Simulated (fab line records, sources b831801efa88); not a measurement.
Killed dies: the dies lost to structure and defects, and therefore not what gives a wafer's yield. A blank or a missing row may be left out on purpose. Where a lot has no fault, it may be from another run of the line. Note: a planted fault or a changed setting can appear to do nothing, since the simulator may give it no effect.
Chamber matching || flow gf180mcu || GF_STI_CMP_25 on cmp-02: 4 sister chambers
The step polishes, stops on Si3N4, t overpolish 33 s, target thk 524.6 nm. 20 wafers are shown with their chamber, then 10 later ones without.

EACH WAFER AND ITS CHAMBER
{"wafer": "L723.2", "chamber": 0, "motorCurrentA (A)": 11.5, "timeToEndpointS (s)": 122, "overpolishRunS (s)": 32.994}
{"wafer": "L723.3", "chamber": 2, "motorCurrentA (A)": 11.8, "timeToEndpointS (s)": 132, "overpolishRunS (s)": 33.002}
{"wafer": "L723.5", "chamber": 3, "motorCurrentA (A)": 12.2, "timeToEndpointS (s)": 121, "overpolishRunS (s)": 32.998}
{"wafer": "L725.1", "chamber": 0, "motorCurrentA (A)": 11.5, "timeToEndpointS (s)": 127, "overpolishRunS (s)": 32.995}
{"wafer": "L725.3", "chamber": 3, "motorCurrentA (A)": 11.6, "timeToEndpointS (s)": 126, "overpolishRunS (s)": 33.007}
{"wafer": "L725.6", "chamber": 3, "motorCurrentA (A)": 11.4, "timeToEndpointS (s)": 125, "overpolishRunS (s)": 33.002}
{"wafer": "L727.2", "chamber": 1, "motorCurrentA (A)": 13.2, "timeToEndpointS (s)": 128, "overpolishRunS (s)": 32.996}
{"wafer": "L727.3", "chamber": 0, "motorCurrentA (A)": 11.9, "timeToEndpointS (s)": 130, "overpolishRunS (s)": 32.987}
{"wafer": "L727.6", "chamber": 3, "motorCurrentA (A)": 11.6, "timeToEndpointS (s)": 128, "overpolishRunS (s)": 33.000}
{"wafer": "L731.3", "chamber": 2, "motorCurrentA (A)": 12.0, "timeToEndpointS (s)": 132, "overpolishRunS (s)": 33.003}
{"wafer": "L731.4", "chamber": 1, "motorCurrentA (A)": 12.3, "timeToEndpointS (s)": 123, "overpolishRunS (s)": 32.989}
{"wafer": "L731.6", "chamber": 2, "motorCurrentA (A)": 11.6, "timeToEndpointS (s)": 133, "overpolishRunS (s)": 33.017}
{"wafer": "L733.1", "chamber": 2, "motorCurrentA (A)": 12.3, "timeToEndpointS (s)": 127, "overpolishRunS (s)": 33.012}
{"wafer": "L733.3", "chamber": 0, "motorCurrentA (A)": 11.2, "timeToEndpointS (s)": 124, "overpolishRunS (s)": 32.993}
{"wafer": "L733.4", "chamber": 1, "motorCurrentA (A)": 12.3, "timeToEndpointS (s)": 121, "overpolishRunS (s)": 33.023}
{"wafer": "L734.1", "chamber": 1, "motorCurrentA (A)": 12.7, "timeToEndpointS (s)": 123, "overpolishRunS (s)": 32.988}
{"wafer": "L734.5", "chamber": 3, "motorCurrentA (A)": 11.4, "timeToEndpointS (s)": 119, "overpolishRunS (s)": 33.006}
{"wafer": "L734.6", "chamber": 0, "motorCurrentA (A)": 11.6, "timeToEndpointS (s)": 124, "overpolishRunS (s)": 33.003}
{"wafer": "L736.2", "chamber": 1, "motorCurrentA (A)": 12.8, "timeToEndpointS (s)": 123, "overpolishRunS (s)": 33.005}
{"wafer": "L736.4", "chamber": 2, "motorCurrentA (A)": 12.3, "timeToEndpointS (s)": 136, "overpolishRunS (s)": 33.011}

SIGNATURES, as means of the wafers listed above
{"reading": "motorCurrentA", "chamber 0": 11.540, "chamber 1": 12.660, "chamber 2": 12.000, "chamber 3": 11.640, "scatter within a chamber": 0.32}
{"reading": "timeToEndpointS", "chamber 0": 125.40, "chamber 1": 123.60, "chamber 2": 132.00, "chamber 3": 123.80, "scatter within a chamber": 3.19}
{"reading": "overpolishRunS", "chamber 0": 32.99440, "chamber 1": 33.00020, "chamber 2": 33.00900, "chamber 3": 33.00260, "scatter within a chamber": 0.00861}
Rule: for each reading, subtract the chamber's mean from the wafer's reading, divide by that reading's scatter and square the result; add these up over the readings and take the root, which gives the wafer's distance from the chamber. The wafer belongs to the nearest chamber; if the next one is less than 2 further off, it can't be placed. The scatter: take each reading less its chamber's mean, square it, sum over the shown wafers, divide by the number of wafers less the number of chambers, and take the root.

WAFERS WITH NO CHAMBER GIVEN
{"wafer": "L736.5", "motorCurrentA (A)": 13.4, "timeToEndpointS (s)": 129, "overpolishRunS (s)": 32.989}
{"wafer": "L743.4", "motorCurrentA (A)": 11.0, "timeToEndpointS (s)": 125, "overpolishRunS (s)": 32.995}
{"wafer": "L743.5", "motorCurrentA (A)": 11.7, "timeToEndpointS (s)": 130, "overpolishRunS (s)": 32.987}
{"wafer": "L743.6", "motorCurrentA (A)": 12.1, "timeToEndpointS (s)": 124, "overpolishRunS (s)": 32.996}
{"wafer": "L744.1", "motorCurrentA (A)": 11.6, "timeToEndpointS (s)": 119, "overpolishRunS (s)": 33.002}
{"wafer": "L744.3", "motorCurrentA (A)": 11.7, "timeToEndpointS (s)": 128, "overpolishRunS (s)": 32.990}
{"wafer": "L744.6", "motorCurrentA (A)": 12.9, "timeToEndpointS (s)": 120, "overpolishRunS (s)": 33.000}
{"wafer": "L745.1", "motorCurrentA (A)": 11.9, "timeToEndpointS (s)": 128, "overpolishRunS (s)": 33.001}
{"wafer": "L745.3", "motorCurrentA (A)": 11.6, "timeToEndpointS (s)": 127, "overpolishRunS (s)": 33.001}
{"wafer": "L745.4", "motorCurrentA (A)": 11.2, "timeToEndpointS (s)": 117, "overpolishRunS (s)": 33.002}

WHICH CHAMBER EACH WENT THROUGH
{"wafer": "L736.5", "from the rows above": "can't be placed: 1 or 2", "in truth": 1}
{"wafer": "L743.4", "from the rows above": "can't be placed: 0 or 3", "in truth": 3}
{"wafer": "L743.5", "from the rows above": "can't be placed: 0 or 3 or 2", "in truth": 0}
{"wafer": "L743.6", "from the rows above": "can't be placed: 3 or 0 or 1 or 2", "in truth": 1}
{"wafer": "L744.1", "from the rows above": "can't be placed: 3 or 0", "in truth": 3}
{"wafer": "L744.3", "from the rows above": "can't be placed: 0 or 3 or 2", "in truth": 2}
{"wafer": "L744.6", "from the rows above": 1, "in truth": 1}
{"wafer": "L745.1", "from the rows above": "can't be placed: 3 or 0 or 2 or 1", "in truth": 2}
{"wafer": "L745.3", "from the rows above": "can't be placed: 0 or 3 or 2", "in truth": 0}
{"wafer": "L745.4", "from the rows above": "can't be placed: 3 or 0", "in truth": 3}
1 of 10 placed correctly. Can't be placed from these rows: 9 (the true chamber is among the candidates in 9). Wrongly placed: 0.
